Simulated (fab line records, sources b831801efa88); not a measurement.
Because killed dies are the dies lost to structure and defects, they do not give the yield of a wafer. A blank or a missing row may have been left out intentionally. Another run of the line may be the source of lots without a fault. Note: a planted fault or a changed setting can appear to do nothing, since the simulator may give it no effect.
Which tool was responsible? || flow gf180mcu || 42 wafers from 14 lots sampled at 3 of the route's 602 steps

== WHAT THE GAUGES SHOWED, per wafer ==
GF_M2_THK_MEAS_06: measures by xrf.
{"lot": "L166", "measured": "day 18 08:34", "on": "filmMetro-04", "M2_ALCU_THK (nm)": "442 445 442"}
{"lot": "L167", "measured": "day 18 20:44", "on": "filmMetro-01", "M2_ALCU_THK (nm)": "443 443 436"}
{"lot": "L169", "measured": "day 19 11:25", "on": "filmMetro-04", "M2_ALCU_THK (nm)": "448 450 459"}
{"lot": "L170", "measured": "day 19 16:13", "on": "filmMetro-04", "M2_ALCU_THK (nm)": "448 460 455"}
{"lot": "L171", "measured": "day 20 06:20", "on": "filmMetro-01", "M2_ALCU_THK (nm)": "450 449 438"}
{"lot": "L172", "measured": "day 20 14:10", "on": "filmMetro-01", "M2_ALCU_THK (nm)": "447 440 441"}
{"lot": "L178", "measured": "day 22 20:19", "on": "filmMetro-01", "M2_ALCU_THK (nm)": "438 443 442"}
{"lot": "L179", "measured": "day 23 01:10", "on": "filmMetro-01", "M2_ALCU_THK (nm)": "446 457 455"}
{"lot": "L183", "measured": "day 24 15:40", "on": "filmMetro-04", "M2_ALCU_THK (nm)": "455 459 455"}
{"lot": "L185", "measured": "day 25 01:31", "on": "filmMetro-02", "M2_ALCU_THK (nm)": "453 438 453"}
{"lot": "L186", "measured": "day 25 05:19", "on": "filmMetro-01", "M2_ALCU_THK (nm)": "452 444 445"}
{"lot": "L187", "measured": "day 25 14:58", "on": "filmMetro-02", "M2_ALCU_THK (nm)": "441 450 450"}
{"lot": "L188", "measured": "day 25 21:11", "on": "filmMetro-02", "M2_ALCU_THK (nm)": "442 449 450"}
{"lot": "L189", "measured": "day 26 06:50", "on": "filmMetro-04", "M2_ALCU_THK (nm)": "438 448 441"}

== EACH LOT AND THE TOOL THAT RAN IT (in order: tool; ch and the chambers of the sampled wafers; start) ==
{"lot": "L166", "GF_STI_WET_ETCH_26": "wetBench-02 ch 3, day 2 05:26", "GF_CONTACT_SPUTTER_23": "pvdSputter-02, day 16 05:10"}
{"lot": "L167", "GF_STI_WET_ETCH_26": "wetBench-02 ch 2, day 2 09:31", "GF_CONTACT_SPUTTER_23": "pvdSputter-04, day 16 15:34"}
{"lot": "L169", "GF_STI_WET_ETCH_26": "wetBench-02 ch 3, day 2 20:19", "GF_CONTACT_SPUTTER_23": "pvdSputter-04, day 17 07:22"}
{"lot": "L170", "GF_STI_WET_ETCH_26": "wetBench-02 ch 0, day 3 00:08", "GF_CONTACT_SPUTTER_23": "pvdSputter-02, day 17 12:04"}
{"lot": "L171", "GF_STI_WET_ETCH_26": "wetBench-04 ch 0, day 3 05:29", "GF_CONTACT_SPUTTER_23": "pvdSputter-03, day 18 01:43"}
{"lot": "L172", "GF_STI_WET_ETCH_26": "wetBench-02 ch 3, day 3 11:13", "GF_CONTACT_SPUTTER_23": "pvdSputter-02, day 18 09:57"}
{"lot": "L178", "GF_STI_WET_ETCH_26": "wetBench-01 ch 1, day 4 17:39", "GF_CONTACT_SPUTTER_23": "pvdSputter-02, day 20 17:38"}
{"lot": "L179", "GF_STI_WET_ETCH_26": "wetBench-02 ch 3, day 4 21:46", "GF_CONTACT_SPUTTER_23": "pvdSputter-02, day 20 20:56"}
{"lot": "L183", "GF_STI_WET_ETCH_26": "wetBench-01 ch 0, day 5 20:32", "GF_CONTACT_SPUTTER_23": "pvdSputter-02, day 22 14:24"}
{"lot": "L185", "GF_STI_WET_ETCH_26": "wetBench-02 ch 1, day 6 05:04", "GF_CONTACT_SPUTTER_23": "pvdSputter-02, day 23 00:27"}
{"lot": "L186", "GF_STI_WET_ETCH_26": "wetBench-01 ch 2, day 6 09:49", "GF_CONTACT_SPUTTER_23": "pvdSputter-04, day 23 04:48"}
{"lot": "L187", "GF_STI_WET_ETCH_26": "wetBench-02 ch 1, day 6 16:15", "GF_CONTACT_SPUTTER_23": "pvdSputter-02, day 23 14:48"}
{"lot": "L188", "GF_STI_WET_ETCH_26": "wetBench-02 ch 2, day 6 20:52", "GF_CONTACT_SPUTTER_23": "pvdSputter-02, day 23 22:21"}
{"lot": "L189", "GF_STI_WET_ETCH_26": "wetBench-04 ch 2, day 7 03:10", "GF_CONTACT_SPUTTER_23": "pvdSputter-04, day 24 08:22"}
- GF_STI_WET_ETCH_26: etches SiO2 in dHF, target depth 94 nm, time 188 s.
- GF_CONTACT_SPUTTER_23: material TiN, target thk 10 nm, time 40 s.

== AS READ BY THE TOOLS THEMSELVES (means over the sampled wafers that have a number; for cases with no such wafer, the mark the record gives instead) ==
GF_STI_WET_ETCH_26.
{"lot": "L166", "tool": "wetBench-02", "bathHeatDutyPct (%)": 6.5, "runLengthS (s)": 215}
{"lot": "L167", "tool": "wetBench-02", "bathHeatDutyPct (%)": 6.1, "runLengthS (s)": 213}
{"lot": "L169", "tool": "wetBench-02", "bathHeatDutyPct (%)": 5.9, "runLengthS (s)": 214}
{"lot": "L170", "tool": "wetBench-02", "bathHeatDutyPct (%)": 6.4, "runLengthS (s)": 213}
{"lot": "L171", "tool": "wetBench-04", "bathHeatDutyPct (%)": 5.8, "runLengthS (s)": 219}
{"lot": "L172", "tool": "wetBench-02", "bathHeatDutyPct (%)": 6.3, "runLengthS (s)": 214}
{"lot": "L178", "tool": "wetBench-01", "bathHeatDutyPct (%)": "-", "runLengthS (s)": "-"}
{"lot": "L179", "tool": "wetBench-02", "bathHeatDutyPct (%)": "-", "runLengthS (s)": "-"}
{"lot": "L183", "tool": "wetBench-01", "bathHeatDutyPct (%)": 6.6, "runLengthS (s)": 222}
{"lot": "L185", "tool": "wetBench-02", "bathHeatDutyPct (%)": 6.5, "runLengthS (s)": 214}
{"lot": "L186", "tool": "wetBench-01", "bathHeatDutyPct (%)": 7.4, "runLengthS (s)": 212}
{"lot": "L187", "tool": "wetBench-02", "bathHeatDutyPct (%)": 7.0, "runLengthS (s)": 221}
{"lot": "L188", "tool": "wetBench-02", "bathHeatDutyPct (%)": 6.1, "runLengthS (s)": 221}
{"lot": "L189", "tool": "wetBench-04", "bathHeatDutyPct (%)": 5.8, "runLengthS (s)": 223}

GF_CONTACT_SPUTTER_23.
{"lot": "L166", "tool": "pvdSputter-02", "throttleValvePct (%)": 28.9}
{"lot": "L167", "tool": "pvdSputter-04", "throttleValvePct (%)": 29.5}
{"lot": "L169", "tool": "pvdSputter-04", "throttleValvePct (%)": 29.0}
{"lot": "L170", "tool": "pvdSputter-02", "throttleValvePct (%)": 28.9}
{"lot": "L171", "tool": "pvdSputter-03", "throttleValvePct (%)": 29.8}
{"lot": "L172", "tool": "pvdSputter-02", "throttleValvePct (%)": 28.3}
{"lot": "L178", "tool": "pvdSputter-02", "throttleValvePct (%)": 28.3}
{"lot": "L179", "tool": "pvdSputter-02", "throttleValvePct (%)": 28.3}
{"lot": "L183", "tool": "pvdSputter-02", "throttleValvePct (%)": 27.7}
{"lot": "L185", "tool": "pvdSputter-02", "throttleValvePct (%)": 28.9}
{"lot": "L186", "tool": "pvdSputter-04", "throttleValvePct (%)": 29.5}
{"lot": "L187", "tool": "pvdSputter-02", "throttleValvePct (%)": 28.9}
{"lot": "L188", "tool": "pvdSputter-02", "throttleValvePct (%)": 27.7}
{"lot": "L189", "tool": "pvdSputter-04", "throttleValvePct (%)": 29.6}

== THE ANSWER, worked out from the rows above alone ==
Rule: the lots themselves supply what counts as usual. Put in order of their means at a reading, lots are off if they are a third of the lots or fewer, leave a main group of 4 or more, and stand apart from it by a gap of 3 or more times the standard deviation of the main group's means; of several such gaps the widest counts. A main group is skipped when, at the precision printed for the reading in the tables above, its means are all equal. A lot without any number at a reading at which 4 lots or more have one is off too. Any other lot the step has rows for is counted as sound. First the gauges in route order, then the tools' own readings, where a lot's mean is used as printed above. At the first step where some lot is off, the reading lying furthest off is the one used; lots without a number count as furthest.
Off at GF_STI_WET_ETCH_26 (bathHeatDutyPct): L178, L179. Without a number there: L178, L179. The main group has a mean of 6.4 % with a standard deviation of 0.46.
A tool fits if, at that step or a process step before it, it ran every lot that is off, and no sound lot after the first of them. No candidate that was tried fits.

== WHAT WAS PUT IN BY THE SIMULATOR ==
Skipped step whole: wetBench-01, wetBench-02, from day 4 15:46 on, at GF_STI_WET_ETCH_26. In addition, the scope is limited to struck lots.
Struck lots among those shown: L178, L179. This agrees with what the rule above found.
